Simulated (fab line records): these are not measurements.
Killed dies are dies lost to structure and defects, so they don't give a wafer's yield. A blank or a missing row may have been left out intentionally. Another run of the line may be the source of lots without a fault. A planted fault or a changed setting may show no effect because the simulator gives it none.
Problem report, 8D (eight disciplines) form, completed by code ; flow gf180mcu ; the parts of the form that need people (team, actions taken, sign-off) are left out

== 1. WHAT IS WRONG ==
Wafers without a fault read 37.82, standard deviation 0.036; exposure_dose_mJ_cm2 at GF_V1_EXPOSE_11 reads a mean of 37.14 on 6 wafers belonging to 2 lots. Measured from the usual mean, that is -19 standard deviations.
The step: exposes mask Via1, target cd 260 nm.
First observed at day 22 05:55: wafer L609.2, on krf_scanner-02. The record has a number at this step for 36 wafers belonging to 12 lots. Rule for "out", or "out of limits": more than 4 standard deviations from the usual mean. Any other wafer with a number is counted as sound.

== 2. WHAT IT IS, AND WHAT IT ISN'T ==
question;is;is not
which readings at this step;exposure_dose_mJ_cm2;-
which lots;L609, L610;L597, L598, L599, L600, L601, L602, L613, L617, L619, L620
which wafers of those lots;all that have a number;-
read on which tools;krf_scanner-02;krf_scanner-01
when;from day 22 05:55;"up to then (18 sound wafers); but 12 sound wafers of L613, L617, L619, L620 came after"

== 3. THE SUSPECTS, EACH WITH WHAT RULES IT OUT ==
Counting: any tool at a process step up to the reading is kept as a suspect provided that every lot that is out went through it and no sound lot did after the first of them.
- krf_scanner-02 at GF_V1_EXPOSE_11 (exposes mask Via1, target cd 260 nm): kept. Every lot that is out went through it, starting with L609 (day 22 05:55), and after that it ran no sound lot; the last sound lot it ran before then is L599 (day 18 08:23). Its own exposure_dose_mJ_cm2 readings are out on those wafers.
Left after counting: krf_scanner-02 at GF_V1_EXPOSE_11.

== 4. THE CAUSE (what the simulator had put in) ==
Process parameter drift: krf_scanner-02, from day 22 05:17 on, at GF_V1_EXPOSE_11. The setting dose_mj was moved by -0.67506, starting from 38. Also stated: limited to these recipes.
The count eliminated every tool but this one.

== 5. SEQUENCE OF EFFECTS, ordered by route ==
Rows list readings where the struck wafers' mean (over those with a number) sits beyond 3 standard deviations from the usual. Readings are gone through only where the record gives a usual standard deviation; hours: the median, over the lots, of the time from a lot's start at the first step in this table giving one to that lot's start at this step; sigmas: the change measured in usual standard deviations.
hours;step;reading;usual;on struck wafers;change;sigmas
0;GF_V1_EXPOSE_11;exposure_dose_mJ_cm2;37.82;37.14;-0.68;-19
The process steps in it:
- GF_V1_EXPOSE_11: exposes mask Via1, target cd 260 nm.
At these later measuring or inspecting steps, every struck wafer for which the step has a row has a number for every such reading, and none has moved that far: GF_M2_OVL_MEAS_15.

== 6. WHAT WOULD HAVE CAUGHT IT SOONER ==
In this record the first reading out of limits was taken at day 22 05:55, 1 hour after the fault began at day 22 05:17.
